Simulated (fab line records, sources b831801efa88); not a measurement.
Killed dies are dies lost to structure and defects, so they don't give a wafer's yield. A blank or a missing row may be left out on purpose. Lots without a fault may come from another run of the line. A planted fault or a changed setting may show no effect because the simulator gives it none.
Which tool did it? | flow sky130 | 12 lots, 36 wafers sampled, at 1 step of a route of 708

WHAT THE GAUGES READ, wafer by wafer
SKY_VIA3_CD_MEAS_12: target cd 200 nm.
lot  | measured     | on        | cd_nm (nm)
L235 | day 39 07:47 | cd_sem-01 | 200.5 201.0 200.4
L236 | day 40 00:44 | cd_sem-01 | 200.1 199.9 200.4
L237 | day 40 04:01 | cd_sem-02 | 200.9 201.3 202.2
L238 | day 40 08:57 | cd_sem-01 | 200.7 199.8 199.0
L239 | day 40 13:34 | cd_sem-01 | 200.5 200.0 200.2
L243 | day 42 20:13 | cd_sem-02 | 199.7 199.9 200.2
L244 | day 42 23:58 | cd_sem-02 | 202.7 202.5 202.2
L246 | day 43 05:31 | cd_sem-02 | 198.6 198.7 199.2
L253 | day 44 22:58 | cd_sem-01 | 203.0 202.3 202.9
L256 | day 45 07:58 | cd_sem-02 | 198.6 199.2 196.7
L255 | day 45 10:44 | cd_sem-01 | 200.4 200.0 199.4
L257 | day 45 17:26 | cd_sem-01 | 198.8 198.4 199.1

WHICH TOOL RAN EACH LOT (tool, then ch and the chambers of the sampled wafers, then the start)
The record holds no process step before these readings.

WHAT THE TOOLS THEMSELVES READ (means of the sampled wafers that have a number; where no wafer has one, the mark that the record gives instead)
The record holds no such reading with a usual standard deviation.

THE ANSWER, worked out from the rows above alone
Rule: what is usual is taken from the lots themselves. Put in order of their means at a reading, lots are off if they are a third of the lots or fewer, leave a main group of 4 or more, and stand apart from it by a gap of 3 or more times the standard deviation of the main group's means; of several such gaps the widest counts. A main group whose means are all the same, to the digits that the tables above print for the reading, isn't used. A lot without any number at a reading at which 4 lots or more have one is off too. The other lots that the step has rows for count as sound. The gauges are gone through in route order, then the tools' own readings, and for those a lot's mean is taken as printed above. The first step at which some lot is off is used, and at that step the reading that is off furthest; a lot without a number counts as furthest.
No lot is off at any reading shown: from this, nothing can be told.

WHAT THE SIMULATOR HAD PUT IN
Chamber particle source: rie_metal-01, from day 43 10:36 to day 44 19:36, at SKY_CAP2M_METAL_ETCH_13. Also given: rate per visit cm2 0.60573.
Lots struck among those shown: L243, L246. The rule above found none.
